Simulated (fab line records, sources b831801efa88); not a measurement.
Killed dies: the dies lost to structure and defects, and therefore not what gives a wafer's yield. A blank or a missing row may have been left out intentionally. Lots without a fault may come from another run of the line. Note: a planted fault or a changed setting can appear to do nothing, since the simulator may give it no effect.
What tool caused it? :: flow gf180mcu :: 39 wafers sampled from 13 lots at 1 step of a route of 602

== WHAT EACH GAUGE READ, for each wafer ==
GF_M4_OVL_MEAS_15.
lot: L231
measured: day 23 16:37
on: overlay-02
M4_OVL (nm): 10 -1 7

lot: L232
measured: day 24 10:07
on: overlay-01
M4_OVL (nm): 12 2 3

lot: L233
measured: day 24 14:43
on: overlay-02
M4_OVL (nm): 1 -5 3

lot: L235
measured: day 25 16:11
on: overlay-02
M4_OVL (nm): 1 6 1

lot: L236
measured: day 26 02:14
on: overlay-02
M4_OVL (nm): 8 3 1

lot: L237
measured: day 26 18:50
on: overlay-01
M4_OVL (nm): 7 8 7

lot: L241
measured: day 27 19:15
on: overlay-01
M4_OVL (nm): 11 -6 1

lot: L243
measured: day 28 14:47
on: overlay-02
M4_OVL (nm): 0 8 9

lot: L246
measured: day 29 03:32
on: overlay-02
M4_OVL (nm): -7 0 -10

lot: L247
measured: day 29 03:57
on: overlay-01
M4_OVL (nm): 3 7 5

lot: L249
measured: day 29 17:50
on: overlay-01
M4_OVL (nm): -5 17 13

lot: L250
measured: day 29 22:19
on: overlay-02
M4_OVL (nm): 6 4 1

lot: L251
measured: day 30 03:40
on: overlay-01
M4_OVL (nm): -6 -8 -14

== EACH LOT AND THE TOOL THAT RAN IT (in order: tool; ch and the chambers of the sampled wafers; start) ==
The record holds no process step before these readings.

== AS READ BY THE TOOLS THEMSELVES (means over the sampled wafers that have a number; for cases with no such wafer, the mark the record gives instead) ==
The record holds no such reading with a usual standard deviation.

== THE ANSWER, worked out from the rows above alone ==
Rule: the lots themselves supply what counts as usual. Put in order of their means at a reading, lots are off if they are a third of the lots or fewer, leave a main group of 4 or more, and stand apart from it by a gap of 3 or more times the standard deviation of the main group's means; of several such gaps the widest counts. Not used: any main group whose means are identical at the precision the tables above print for the reading. A lot without any number at a reading at which 4 lots or more have one is off too. Any other lot the step has rows for is counted as sound. The gauges are gone through in route order, then the tools' own readings, and for those a lot's mean is taken as printed above. At the first step where some lot is off, the reading lying furthest off is the one used; lots without a number count as furthest.
None of the lots is off at any reading shown; this tells nothing.

== WHAT THE SIMULATOR HAD INSERTED ==
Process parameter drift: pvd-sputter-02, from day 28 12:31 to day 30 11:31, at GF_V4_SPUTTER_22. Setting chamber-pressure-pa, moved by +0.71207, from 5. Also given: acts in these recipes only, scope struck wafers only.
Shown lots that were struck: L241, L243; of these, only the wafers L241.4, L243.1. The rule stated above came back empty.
